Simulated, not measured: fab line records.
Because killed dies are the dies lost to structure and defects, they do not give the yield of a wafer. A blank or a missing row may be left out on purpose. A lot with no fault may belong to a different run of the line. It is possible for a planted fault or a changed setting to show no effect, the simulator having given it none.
Which tool was responsible? :: flow gf180mcu :: Sampling: 7 lots, 21 wafers, 2 of 602 route steps

WHAT THE GAUGES SHOWED, per wafer
GF_STI_THK_MEAS_24.
lot: L709
measured: day 2 09:33
on: filmMetro-03
STI_CVD_23_THK (nm): 654 656 662

lot: L711
measured: day 2 19:12
on: filmMetro-03
STI_CVD_23_THK (nm): 649 642 651

lot: L719
measured: day 4 12:16
on: filmMetro-04
STI_CVD_23_THK (nm): 602 641 605

lot: L722
measured: day 5 04:35
on: filmMetro-02
STI_CVD_23_THK (nm): 654 632 643

lot: L726
measured: day 6 00:15
on: filmMetro-03
STI_CVD_23_THK (nm): 661 659 649

lot: L729
measured: day 6 16:47
on: filmMetro-04
STI_CVD_23_THK (nm): 647 639 653

lot: L731
measured: day 7 01:49
on: filmMetro-04
STI_CVD_23_THK (nm): 648 639 657

TOOL THAT RAN EACH LOT (tool first, then ch and the chambers of the sampled wafers, then the start)
lot: L709
GF_STI_CVD_23: hdpcvd-01 ch 0,1, day 2 09:28

lot: L711
GF_STI_CVD_23: hdpcvd-02 ch 0,1, day 2 19:08

lot: L719
GF_STI_CVD_23: hdpcvd-02 ch 0,2, day 4 12:11

lot: L722
GF_STI_CVD_23: hdpcvd-01 ch 0,1,2, day 5 04:29

lot: L726
GF_STI_CVD_23: hdpcvd-01 ch 0,1,2, day 6 00:11

lot: L729
GF_STI_CVD_23: hdpcvd-02 ch 1,2, day 6 16:42

lot: L731
GF_STI_CVD_23: hdpcvd-02 ch 0,1,2, day 7 01:44
- GF_STI_CVD_23: deposits SiO2, target thk 650 nm, time 108.3 s.

THE ANSWER, worked out from the rows above alone
Rule: the usual values come from the lots themselves. The widest of any qualifying gaps counts: lots, ordered by their means at a reading, are off when they make up no more than a third of the lots, leave a main group of 4 or more, and stand apart from it by 3 or more times the standard deviation of that group's means. A main group is skipped when, at the precision printed for the reading in the tables above, its means are all equal. Also off: a lot with no number at a reading for which 4 or more lots have one. All remaining lots with rows at the step are treated as sound.
Off: L719, at GF_STI_THK_MEAS_24 (STI_CVD_23_THK). The main group: mean 650 nm, standard deviation 5.3.
If a tool, at a process step before that reading, ran all the lots that are off and no sound lot after the first of them, it fits. Gauges at GF_STI_THK_MEAS_24: tried the same way as those tools. Of those tried, none fits.

WHAT THE SIMULATOR HAD INSERTED
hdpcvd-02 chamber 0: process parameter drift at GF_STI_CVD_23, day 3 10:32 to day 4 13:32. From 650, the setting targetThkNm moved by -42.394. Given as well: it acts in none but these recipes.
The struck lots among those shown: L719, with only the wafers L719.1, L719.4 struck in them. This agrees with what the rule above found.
